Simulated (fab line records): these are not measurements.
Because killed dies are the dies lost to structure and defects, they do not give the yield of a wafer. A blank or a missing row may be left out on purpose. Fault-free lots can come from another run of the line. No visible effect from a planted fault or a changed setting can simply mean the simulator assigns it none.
Split-lot trial + flow sfq-line + 23 wafers read across 5 lots, on a route 325 steps long

== THE SPLIT ITSELF ==
At SFQ_TRILAYER_L0_BARC_OPEN_METAL_ETCH_010 (etches BARC in O2, target depth 125 nm, time 41.7 s), the setting icp-w was moved away from the recipe's 600 W on 8 of the 23 wafers read, by -6.6% to +11.1%. All remaining wafers had this setting at the recipe value.

Reading taken at the split's own step.

== THE READING ==
KrF_of_TRILAYER_L0_LITHO_COAT_005.thk-nm (the simulator's own value, which no gauge read), in nm, at SFQ_TRILAYER_L0_BARC_OPEN_METAL_ETCH_010 (etches BARC in O2, target depth 125 nm, time 41.7 s). The file gives no usual value for it. Here, 15 wafers ran the recipe; their average is 522.1 nm with a standard deviation of 1.4 nm.

| wafer  | tool, chamber at the split | icp-w as run, W | against the recipe | KrF_of_TRILAYER_L0_LITHO_COAT_005.thk-nm, nm | against lot-mates on the recipe |
|--------|----------------------------|-----------------|--------------------|----------------------------------------------|---------------------------------|
| L074.1 | rie-metal-01, 1            | 666.6           | +11.1%             | 515.5                                        | -6.7                            |
| L074.3 | rie-metal-01, 1            | 600             | recipe             | 522.8                                        | -                               |
| L074.4 | rie-metal-01, 0            | 666.6           | +11.1%             | 517.1                                        | -5.1                            |
| L074.5 | rie-metal-01, 0            | 600             | recipe             | 522                                          | -                               |
| L074.6 | rie-metal-01, 1            | 600             | recipe             | 521.7                                        | -                               |
| L079.2 | rie-metal-01, 1            | 600             | recipe             | 522.2                                        | -                               |
| L079.3 | rie-metal-01, 1            | 600             | recipe             | 522.2                                        | -                               |
| L079.4 | rie-metal-01, 0            | 627.4           | +4.6%              | 519                                          | -3.2                            |
| L079.5 | rie-metal-01, 0            | 627.4           | +4.6%              | 520.2                                        | -2.0                            |
| L079.6 | rie-metal-01, 1            | 627.4           | +4.6%              | 519.2                                        | -3.0                            |
| L081.2 | rie-metal-04, 0            | 600             | recipe             | 523.9                                        | -                               |
| L081.3 | rie-metal-04, 0            | 600             | recipe             | 525.7                                        | -                               |
| L081.4 | rie-metal-04, 1            | 600             | recipe             | 524.2                                        | -                               |
| L082.2 | rie-metal-04, 0            | 560.4           | -6.6%              | 525.3                                        | +4.0                            |
| L082.3 | rie-metal-04, 1            | 560.4           | -6.6%              | 523.4                                        | +2.1                            |
| L082.4 | rie-metal-04, 0            | 560.4           | -6.6%              | 524.8                                        | +3.5                            |
| L082.5 | rie-metal-04, 1            | 600             | recipe             | 521.4                                        | -                               |
| L082.6 | rie-metal-04, 0            | 600             | recipe             | 521.1                                        | -                               |
| L083.1 | rie-metal-04, 1            | 600             | recipe             | 520.9                                        | -                               |
| L083.2 | rie-metal-04, 0            | 600             | recipe             | 521.1                                        | -                               |
| L083.3 | rie-metal-04, 1            | 600             | recipe             | 521.3                                        | -                               |
| L083.4 | rie-metal-04, 0            | 600             | recipe             | 521.6                                        | -                               |
| L083.6 | rie-metal-04, 1            | 600             | recipe             | 520.1                                        | -                               |

FIT RESULTS
A straight line over all 23 wafers: KrF_of_TRILAYER_L0_LITHO_COAT_005.thk-nm changes by -0.477 nm for each +1% of icp-w; r = -0.85; the points scatter about the line by 1.3 nm.
The same after taking each lot's own level away (the mean of its wafers on the recipe; 23 wafers): -0.525 nm for each +1%; r = -0.97; scatter 0.63 nm.
On that fit, the largest move of icp-w shifts the reading by 5.8 nm.
The span of the lots' own levels, 521.00 to 524.60 nm, comes to 2.5 times the standard deviation stated above.
The two slopes agree, so the slope changes little with the lot-to-lot level.
Check: -5.58 nm against its lot-mates is what the line predicts for one of the wafers moved furthest among these (+11.1%) when that wafer is left out of the fit. It came out at -6.67 nm against them.

== OTHER SPLITS APPLIED TO THESE WAFERS ==
Note: prior to the reading, these wafers also went through further splits. Each is held against what the fit with the lots' levels taken away leaves over:
| other split on the same wafers                | wafers away from the commonest value | r with KrF_of_TRILAYER_L0_LITHO_COAT_005.thk-nm (lot level and that fit taken away) |
|-----------------------------------------------|--------------------------------------|-------------------------------------------------------------------------------------|
| SFQ_TRILAYER_INCOMING_OXIDATION_002 ox-time-s | 15                                   | +0.00                                                                               |
| SFQ_TRILAYER_L0_LITHO_PEB_008 peb-time-s      | 5                                    | +0.26                                                                               |

== THE FILE'S OWN FIT ==
KrF_of_TRILAYER_L0_LITHO_COAT_005.thk-nm changes by -0.529 nm for each +1% of icp-w, r = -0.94.
